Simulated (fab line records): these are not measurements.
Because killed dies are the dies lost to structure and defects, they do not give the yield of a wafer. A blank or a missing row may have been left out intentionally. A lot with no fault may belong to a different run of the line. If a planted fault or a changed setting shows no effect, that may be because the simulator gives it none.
Check for tools in common | flow sky130 | 39 wafers sampled across 13 lots

REASON FOR OPENING
At SKY_RES_XHIGH_TW_MEAS_09 the reading RES_XHIGH_TW is flagged on 1 of 13 lots. No-fault wafers: 1643, standard deviation 16.
Rule: a lot is flagged in two cases, either no wafer of it has a number, or all its wafers with numbers fall more than 4 standard deviations from that mean. The rest of the lots are taken to be sound.

lot  | measured     | on            | RES_XHIGH_TW, wafer by wafer | flag
L358 | day 26 16:29 | film_metro-01 | 1652 1645 1644               |
L360 | day 27 12:05 | film_metro-01 | 1651 1654 1645               |
L361 | day 27 15:48 | film_metro-04 | 1649 1648 1646               |
L362 | day 28 09:09 | film_metro-02 | 1617 1619 1611               |
L364 | day 29 07:55 | film_metro-04 | 1649 1652 1655               |
L366 | day 29 17:03 | film_metro-01 | 30 30 30                     | FLAGGED
L372 | day 31 18:26 | film_metro-04 | 1660 1661 1661               |
L375 | day 32 09:30 | film_metro-02 | 1612 1614 1614               |
L376 | day 32 12:36 | film_metro-01 | 1641 1631 1634               |
L377 | day 33 02:01 | film_metro-01 | 1656 1646 1644               |
L378 | day 33 10:39 | film_metro-01 | 1659 1640 1645               |
L379 | day 33 11:17 | film_metro-01 | 1649 1656 1659               |
L380 | day 33 15:35 | film_metro-04 | 1653 1653 1655               |
On average the flagged lots read 30, which is -1613 against the usual, or -99 or more standard deviations.

LOT BY LOT: THE TOOL USED
The record holds 2 process steps before the reading, out of a route of 708 steps. Read each cell as the tool, then ch plus the chambers that the sampled wafers visited, then the start.
lot  | flag    | SKY_SD_P_STRIP_10                    | SKY_RES_XHIGH_STRIP_08
L358 |         | plasma_asher-02 ch 0,1, day 25 10:48 | plasma_asher-03 ch 0,1, day 26 16:23
L360 |         | plasma_asher-02 ch 0,1, day 26 06:27 | plasma_asher-04 ch 0,1, day 27 11:59
L361 |         | plasma_asher-01 ch 0,1, day 26 10:45 | plasma_asher-02 ch 0,1, day 27 15:41
L362 |         | plasma_asher-04 ch 0,1, day 27 04:42 | plasma_asher-03 ch 0,1, day 28 09:02
L364 |         | plasma_asher-04 ch 0,1, day 28 05:35 | plasma_asher-03 ch 0,1, day 29 07:49
L366 | FLAGGED | plasma_asher-04 ch 0,1, day 28 14:37 | plasma_asher-04 ch 0,1, day 29 16:56
L372 |         | plasma_asher-02 ch 0,1, day 30 15:32 | plasma_asher-02 ch 0,1, day 31 18:20
L375 |         | plasma_asher-02 ch 0,1, day 31 05:46 | plasma_asher-04 ch 0,1, day 32 09:24
L376 |         | plasma_asher-02 ch 0,1, day 31 08:55 | plasma_asher-03 ch 0,1, day 32 12:30
L377 |         | plasma_asher-02 ch 0,1, day 31 22:28 | plasma_asher-04 ch 0,1, day 33 01:55
L378 |         | plasma_asher-04 ch 0,1, day 32 08:19 | plasma_asher-02 ch 0,1, day 33 10:32
L379 |         | plasma_asher-02 ch 0,1, day 32 08:37 | plasma_asher-04 ch 0,1, day 33 11:11
L380 |         | plasma_asher-02 ch 0,1, day 32 13:56 | plasma_asher-04 ch 0,1, day 33 15:29
What is done by these steps:
- SKY_SD_P_STRIP_10: strips in O2/N2.
- SKY_RES_XHIGH_STRIP_08: strips in O2/N2.
- SKY_RES_XHIGH_TW_MEAS_09

FLAGGED OVER TOTAL, TOOL BY TOOL (the gauges that took the reading come last)
step                     | tool            | lots run | flagged | share of the flagged lots | sound lots run after its first flagged lot
SKY_SD_P_STRIP_10        | plasma_asher-01 | 1        | 0       | none                      | -
SKY_SD_P_STRIP_10        | plasma_asher-02 | 8        | 0       | none                      | -
SKY_SD_P_STRIP_10        | plasma_asher-04 | 4        | 1       | all                       | 1 (L378)
SKY_RES_XHIGH_STRIP_08   | plasma_asher-02 | 3        | 0       | none                      | -
SKY_RES_XHIGH_STRIP_08   | plasma_asher-03 | 4        | 0       | none                      | -
SKY_RES_XHIGH_STRIP_08   | plasma_asher-04 | 6        | 1       | all                       | 4 (L375,L377,L379,L380)
SKY_RES_XHIGH_TW_MEAS_09 | film_metro-01   | 7        | 1       | all                       | 4 (L376,L377,L378,L379)
SKY_RES_XHIGH_TW_MEAS_09 | film_metro-02   | 2        | 0       | none                      | -
SKY_RES_XHIGH_TW_MEAS_09 | film_metro-04   | 4        | 0       | none                      | -

THE TABLE: WHAT IT ALLOWS
plasma_asher-04 at SKY_SD_P_STRIP_10, plasma_asher-04 at SKY_RES_XHIGH_STRIP_08 and film_metro-01 at SKY_RES_XHIGH_TW_MEAS_09: these 3 rows of the table ran every flagged lot.
- plasma_asher-04 at SKY_SD_P_STRIP_10: 1 of its 4 lots flagged. Sound lots ran on it after the first flagged one (L378), which a lasting fault on the whole tool wouldn't allow. Its own readings lie more than 4 standard deviations out on every wafer of the flagged lots: oes_product_au.
- plasma_asher-04 at SKY_RES_XHIGH_STRIP_08: 1 of its 6 lots flagged. Sound lots ran on it after the first flagged one (L375, L377, L379, L380), which a lasting fault on the whole tool wouldn't allow. Its own readings lie more than 4 standard deviations out on every wafer of the flagged lots: strip_time_to_endpoint_s.
- film_metro-01 at SKY_RES_XHIGH_TW_MEAS_09: 1 of its 7 lots flagged. Sound lots ran on it after the first flagged one (L376, L377, L378, L379), which a lasting fault on the whole tool wouldn't allow.
Every row of the table either missed a flagged lot or ran a sound lot after the first.

WHAT THE SIMULATOR PUT IN
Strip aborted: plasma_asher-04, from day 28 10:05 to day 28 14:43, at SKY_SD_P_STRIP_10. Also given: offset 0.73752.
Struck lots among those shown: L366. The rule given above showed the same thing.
